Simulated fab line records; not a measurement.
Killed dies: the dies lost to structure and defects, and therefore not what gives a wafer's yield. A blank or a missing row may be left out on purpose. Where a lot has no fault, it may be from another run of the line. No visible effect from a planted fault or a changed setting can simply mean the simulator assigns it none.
A single fault, viewed from 2 desks ; flow gf180mcu ; every desk sees just its own numbers, and what lay behind them comes last

TOOL OWNER'S DESK, krf-scanner-01
The tool's own readings at GF_M5_EXPOSE_04 (exposes mask Metal5, target cd 280 nm): means of the sampled wafers that have a number, for each lot that ran on this tool. The brackets show how far a lot's mean lies from the usual mean; more than 4 standard deviations puts the lot out of limits, marked OUT.
Columns: A = reticle-temp-C at GF_M5_EXPOSE_04, usual 23.00 C
lot;first seen here;A
L162;day 27 13:34;23.08
L163;day 27 21:52;22.98
L174;day 31 06:46;22.87
L175;day 31 17:58;23.09
L178;day 32 03:11;23.09
L179;day 32 13:58;22.98
This desk found nothing out of limits on any of the 6 lots.

AT THE METROLOGY DESK
Means of the sampled wafers that have a number, per lot and without regard to the tool the lot ran on: this is what the gauges read. The brackets show how far a lot's mean lies from the usual mean; more than 4 standard deviations puts the lot out of limits, marked OUT.
Columns: A = V4_W_RS at GF_V4_RS_MEAS_24, usual 0.328 ohm/sq; B = cd-nm at GF_M5_CD_MEAS_07, usual 279.6 nm
lot;first seen here;A;B
L158;day 24 13:18;0.321;279.9
L160;day 25 09:11;0.329;281.8
L162;day 26 05:54;0.332;227.3 (-44) OUT
L163;day 26 15:08;0.327;253.4 (-22) OUT
L169;day 28 08:23;0.325;279.9
L171;day 29 00:59;0.327;278.8
L172;day 29 03:35;0.327;279.1
L174;day 30 02:23;0.329;280.4
L176;day 30 13:37;0.329;278.1
L175;day 30 15:16;0.328;278.4
L177;day 30 16:11;0.326;281.3
L178;day 30 23:28;0.328;280.3
L179;day 31 11:49;0.325;280.6
L180;day 31 13:06;0.326;279.2
This desk's verdict: out of limits on L162, L163, starting with L162 at day 27 23:46 (cd-nm at GF_M5_CD_MEAS_07). Within limits: L158, L160, L169, L171, L172, L174, L176, L175, L177, L178, L179, L180.

PUT TOGETHER
Metrology desk: alarm possible at day 27 23:46 on L162, L163.
Nothing out of limits was seen by the tool owner's desk.
Tool owner's desk: L162, L163 on record, inside its limits.
All the named lots went through GF_M5_EXPOSE_04 on krf-scanner-01.

WHAT WAS PUT IN BY THE SIMULATOR
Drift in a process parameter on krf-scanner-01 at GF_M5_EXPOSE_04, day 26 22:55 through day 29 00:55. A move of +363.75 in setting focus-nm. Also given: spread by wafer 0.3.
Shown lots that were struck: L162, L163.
Per desk, hours elapsed from the start of the fault to the first reading out of limits: for the metrology desk, 25.
